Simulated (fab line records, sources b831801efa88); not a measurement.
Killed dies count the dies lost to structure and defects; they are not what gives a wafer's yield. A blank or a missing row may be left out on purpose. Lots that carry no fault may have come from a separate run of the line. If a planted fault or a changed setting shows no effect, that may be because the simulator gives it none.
One fault seen from 2 desks -- flow sky130 -- each desk has only its own numbers; what lay behind them comes last

FOR THE TOOL OWNER'S DESK: ilineStepper-01
The tool's own readings at SKY_VT_ADJUST_NCORE_EXPOSE_04 (exposes mask LVTN COMPLEMENT THIN, target cd 380 nm): means of the sampled wafers that have a number, for each lot that ran on this tool. The brackets show how far a lot's mean lies from the usual mean; more than 4 standard deviations puts the lot out of limits, marked OUT.
Columns: A = stageVelMmS at SKY_VT_ADJUST_NCORE_EXPOSE_04, usual 499.96 mm/s
lot,first seen here,A
L111,day 8 04:17,499.99
L115,day 9 07:31,499.77
L116,day 9 15:37,500.24
L125,day 12 10:50,499.99
L129,day 13 08:04,499.89
This desk found nothing out of limits on any of the 5 lots.

METROLOGY DESK
Means of the sampled wafers that have a number, per lot and without regard to the tool the lot ran on: this is what the gauges read. The brackets show how far a lot's mean lies from the usual mean; more than 4 standard deviations puts the lot out of limits, marked OUT.
Columns: A = NWELL_00_OVL at SKY_NWELL_OVL_MEAS_10, usual 0.3 nm; B = VT_ADJUST_LVTN_2_TW at SKY_VT_ADJUST_LVTN_TW_MEAS_21, usual 187.6; C = cdNm at SKY_VT_ADJUST_NCORE_CD_MEAS_07, usual 380.3 nm; D = VT_ADJUST_HVTR_OVL at SKY_VT_ADJUST_HVTR_OVL_MEAS_08, usual 0.1 nm
lot,first seen here,A,B,C,D
L111,day 4 15:40,0.4,183.7,380.3,-0.6
L112,day 4 17:31,-2.0,190.2,382.3,0.3
L115,day 5 14:35,0.5,183.7,371.9,0.0
L116,day 5 20:40,-1.7,187.8,373.0,1.1
L120,day 6 16:22,-2.1,188.1,379.6,0.1
L123,day 7 08:40,2.5,189.5,381.1,2.2
L124,day 8 04:16,0.8,183.8,379.9,0.5
L125,day 8 04:31,1.3,183.6,379.1,0.3
L126,day 8 10:25,0.9,186.9,378.5,-0.4
L128,day 8 18:25,0.3,190.1,380.4,-0.1
L129,day 8 22:37,-0.5,190.7,382.6,1.7
L130,day 9 01:32,-0.8,184.9,379.8,-0.8
L133,day 10 01:37,1.8,190.2,377.8,0.9
This desk found nothing out of limits on any of the 13 lots.

TAKEN TOGETHER
Nothing out of limits was seen by the tool owner's desk.
Metrology desk: nothing out of limits seen.

WHAT WAS PUT IN BY THE SIMULATOR
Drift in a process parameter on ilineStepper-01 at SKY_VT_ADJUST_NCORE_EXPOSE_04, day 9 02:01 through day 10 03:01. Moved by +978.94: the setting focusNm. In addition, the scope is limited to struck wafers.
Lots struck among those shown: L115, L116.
